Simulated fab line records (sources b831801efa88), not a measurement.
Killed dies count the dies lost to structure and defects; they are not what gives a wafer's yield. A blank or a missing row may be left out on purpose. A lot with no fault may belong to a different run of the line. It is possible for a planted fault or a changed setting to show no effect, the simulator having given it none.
Which tool is to blame?    flow gf180mcu    Sampling: 12 lots, 36 wafers, 2 of 602 route steps

== WHAT EACH GAUGE READ, for each wafer ==
GF_V3_THK_MEAS_03.
lot   measured      on             V3_CVD_02_THK (nm)
L075  day 21 12:09  film metro-04  863 852 854
L077  day 22 09:16  film metro-04  846 845 861
L079  day 23 07:44  film metro-04  842 859 866
L081  day 23 23:25  film metro-04  831 842 854
L083  day 24 16:14  film metro-04  837 845 857
L085  day 25 09:31  film metro-01  848 860 853
L087  day 26 00:04  film metro-04  854 859 859
L089  day 26 09:41  film metro-04  844 868 861
L091  day 27 09:32  film metro-04  845 848 865
L092  day 28 01:47  film metro-04  843 862 843
L095  day 28 10:43  film metro-04  848 865 867
L097  day 29 01:17  film metro-01  847 847 857

== EACH LOT AND THE TOOL THAT RAN IT (in order: tool; ch and the chambers of the sampled wafers; start) ==
lot   GF_M2_SPUTTER_04
L075  pvd sputter-03, day 18 07:32
L077  pvd sputter-03, day 19 06:03
L079  pvd sputter-03, day 20 04:32
L081  pvd sputter-03, day 20 21:15
L083  pvd sputter-02, day 21 16:06
L085  pvd sputter-04, day 22 10:19
L087  pvd sputter-04, day 23 02:43
L089  pvd sputter-04, day 23 12:40
L091  pvd sputter-02, day 24 14:33
L092  pvd sputter-04, day 25 04:46
L095  pvd sputter-02, day 25 18:40
L097  pvd sputter-03, day 26 07:43
- GF_M2_SPUTTER_04: material TiN, target thk 50 nm, time 41.7 s.

== THE ANSWER, worked out from the rows above alone ==
Rule: usual is defined by the lots themselves. The widest of any qualifying gaps counts: lots, ordered by their means at a reading, are off when they make up no more than a third of the lots, leave a main group of 4 or more, and stand apart from it by 3 or more times the standard deviation of that group's means. If all means in a main group match to the digits the tables above print for the reading, that group is not used. Also off: a lot with no number at a reading for which 4 or more lots have one. The other lots that the step has rows for count as sound.
None of the lots is off at any reading shown; this tells nothing.

== WHAT THE SIMULATOR PUT IN ==
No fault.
